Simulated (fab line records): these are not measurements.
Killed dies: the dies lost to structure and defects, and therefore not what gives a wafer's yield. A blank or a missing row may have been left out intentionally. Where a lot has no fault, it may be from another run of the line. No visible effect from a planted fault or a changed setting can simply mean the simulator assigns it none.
One fault through the eyes of 2 desks    flow sky130    each desk has only its own numbers; what lay behind them comes last

## TOOL OWNER'S DESK, lithoTrack-01
The tool's own readings at SKY_LDD_P_DEVELOP_06 (develop time 60 s): means of the sampled wafers that have a number, for each lot that ran on this tool. If a lot's mean is further than 4 standard deviations from the usual mean, the lot is out of limits and carries the mark OUT (the distance appears in the brackets).
Columns: A = developerTempC at SKY_LDD_P_DEVELOP_06, usual 22.99 C; B = exhaustPa at SKY_LDD_P_DEVELOP_06, usual 44.9 Pa
lot   first seen here  A      B
L955  day 19 05:19     23.21  44.9
L970  day 24 20:20     22.86  43.4
L972  day 25 16:59     22.95  45.8
L975  day 26 10:04     22.93  45.8
L976  day 26 18:55     23.13  45.4
L977  day 27 03:19     23.03  44.8
This desk found nothing out of limits on any of the 6 lots.

## METROLOGY DESK
Lot by lot, what the gauges showed, no matter which tool ran the lot: averages of those sampled wafers that carry a number. If a lot's mean is further than 4 standard deviations from the usual mean, the lot is out of limits and carries the mark OUT (the distance appears in the brackets).
Columns: A = VT_ADJUST_PCH_OVL at SKY_VT_ADJUST_PCH_OVL_MEAS_07, usual -0.4 nm; B = cdNm at SKY_LDD_P_CD_MEAS_07, usual 380.1 nm; C = LOCAL_INTERCONNECT_OVL at SKY_LOCAL_INTERCONNECT_OVL_MEAS_12, usual 2 nm
lot   first seen here  A     B                 C
L955  day 10 16:40     0.5   383.1             7
L957  day 11 09:18     -0.6  378.2             -2
L964  day 13 15:48     -0.5  375.9             -1
L965  day 14 03:44     0.3   376.9             4
L966  day 14 07:33     -1.3  383.9             -5
L970  day 15 11:56     -0.7  382.2             6
L971  day 15 16:35     1.4   377.6             2
L972  day 16 03:28     -1.0  379.5             -4
L975  day 16 21:47     -1.9  402.6 (+7.8) OUT  0
L973  day 17 00:07     0.3   383.9             2
L976  day 17 07:35     -3.3  398.9 (+6.5) OUT  6
L977  day 17 15:52     -1.2  399.7 (+6.8) OUT  2
This desk finds L975, L976, L977 out of limits, L975 being first, at day 26 10:13 (cdNm at SKY_LDD_P_CD_MEAS_07). L955, L957, L964, L965, L966, L970, L971, L972, L973 stayed within limits.

## BROUGHT TOGETHER
An alarm was possible from the metrology desk at day 26 10:13, on L975, L976, L977.
The desk of the tool owner found nothing out of limits.
Tool owner's desk: L975, L976, L977 on record, inside its limits.
Of the lots named, all ran SKY_LDD_P_DEVELOP_06 on lithoTrack-01.

## WHAT THE SIMULATOR HAD INSERTED
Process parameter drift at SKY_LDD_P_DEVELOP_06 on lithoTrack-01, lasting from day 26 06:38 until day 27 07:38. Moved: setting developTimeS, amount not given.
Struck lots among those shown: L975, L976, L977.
Time in hours between the start of the fault and the first out-of-limits reading at each desk: metrology desk, 4.
